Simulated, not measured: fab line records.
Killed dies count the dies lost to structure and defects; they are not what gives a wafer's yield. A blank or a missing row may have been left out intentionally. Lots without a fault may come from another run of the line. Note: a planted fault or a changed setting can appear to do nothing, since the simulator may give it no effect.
Problem report in the 8D (eight disciplines) form, filled by code + flow gf180mcu + the parts of the form that need people (team, actions taken, sign-off) are left out

== 1. THE PROBLEM ==
Mean of oes_product_au at GF_STI_ETCH_13: 0.788 a.u. across 9 wafers in 3 lots; on wafers with no fault it is 0.867 a.u. (standard deviation 0.0073). That is -11 standard deviations from the usual mean.
The step: etches the open film in CHF3/O2, stops on Si, target depth 282.31 nm, time 112.9 s.
First seen on wafer L356.1, day 4 19:16, on rie_diel-04. The record has a number at this step for 36 wafers belonging to 12 lots. Rule for "out", or "out of limits": more than 4 standard deviations from the usual mean. The rest of the wafers with a number are treated as sound.

== 2. WHAT IT IS, WHAT IT ISN'T ==
| question                    | is                     | is not                                                                          |
|-----------------------------|------------------------|---------------------------------------------------------------------------------|
| which readings at this step | oes_product_au         | drypump_motor_current_A                                                         |
| which lots                  | L356, L357, L359       | L345, L347, L348, L351, L353, L354, L361, L364, L366                            |
| which wafers of those lots  | all that have a number | -                                                                               |
| read on which tools         | rie_diel-04            | rie_diel-01, rie_diel-03                                                        |
| when                        | from day 4 19:16       | up to then (18 sound wafers); but 9 sound wafers of L361, L364, L366 came after |

== 3. SUSPECTS, AND WHAT RULES EACH OUT ==
Counting: a tool at a process step up to the reading stays a suspect if it ran every lot that is out and no sound lot after the first of them.
- rie_diel-04 at GF_STI_ETCH_13 (etches the open film in CHF3/O2, stops on Si, target depth 282.31 nm, time 112.9 s): kept. It processed each lot that is out, first L356 at day 4 19:16, and no sound lot thereafter; up to then, the last sound lot it processed was L353 at day 4 00:31. Its own readings are out on those wafers: oes_product_au.
After counting, what remains is rie_diel-04 at GF_STI_ETCH_13.

== 4. THE CAUSE (what the simulator had put in) ==
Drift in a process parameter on rie_diel-04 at GF_STI_ETCH_13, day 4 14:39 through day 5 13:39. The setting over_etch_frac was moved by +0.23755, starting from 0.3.
Counting left only this tool.

== 5. THE EFFECT CHAIN, in route order ==
Each row: a reading where the mean over the struck wafers with a number is more than 3 standard deviations away from the usual. Readings are gone through only where the record gives a usual standard deviation; hours: the median, over the lots, of the time from a lot's start at the first step in this table giving one to that lot's start at this step; sigmas: the change measured in usual standard deviations.
| hours | step            | reading                  | usual      | on struck wafers | change | sigmas |
|-------|-----------------|--------------------------|------------|------------------|--------|--------|
| 0     | GF_STI_ETCH_13  | oes_product_au           | 0.867 a.u. | 0.788            | -0.079 | -11    |
| 0     | GF_STI_STRIP_15 | oes_product_au           | 0.383 a.u. | 0.364            | -0.019 | -3.7   |
| 0     | GF_STI_STRIP_15 | strip_time_to_endpoint_s | 3.74 s     | 3.26             | -0.48  | -10    |
It contains these process steps:
- GF_STI_ETCH_13: etches the open film in CHF3/O2, stops on Si, target depth 282.31 nm, time 112.9 s.
- GF_STI_STRIP_15: strips in O2/N2.
Later steps that measure or inspect, where all struck wafers having a row at the step show a number for every such reading and not one has moved that far: GF_POLY_GATE_THK_MEAS_17.

== 6. WHAT WOULD HAVE CAUGHT IT SOONER ==
In this record no reading fell out of limits until day 4 19:16, 5 hours after the fault had begun at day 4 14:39.
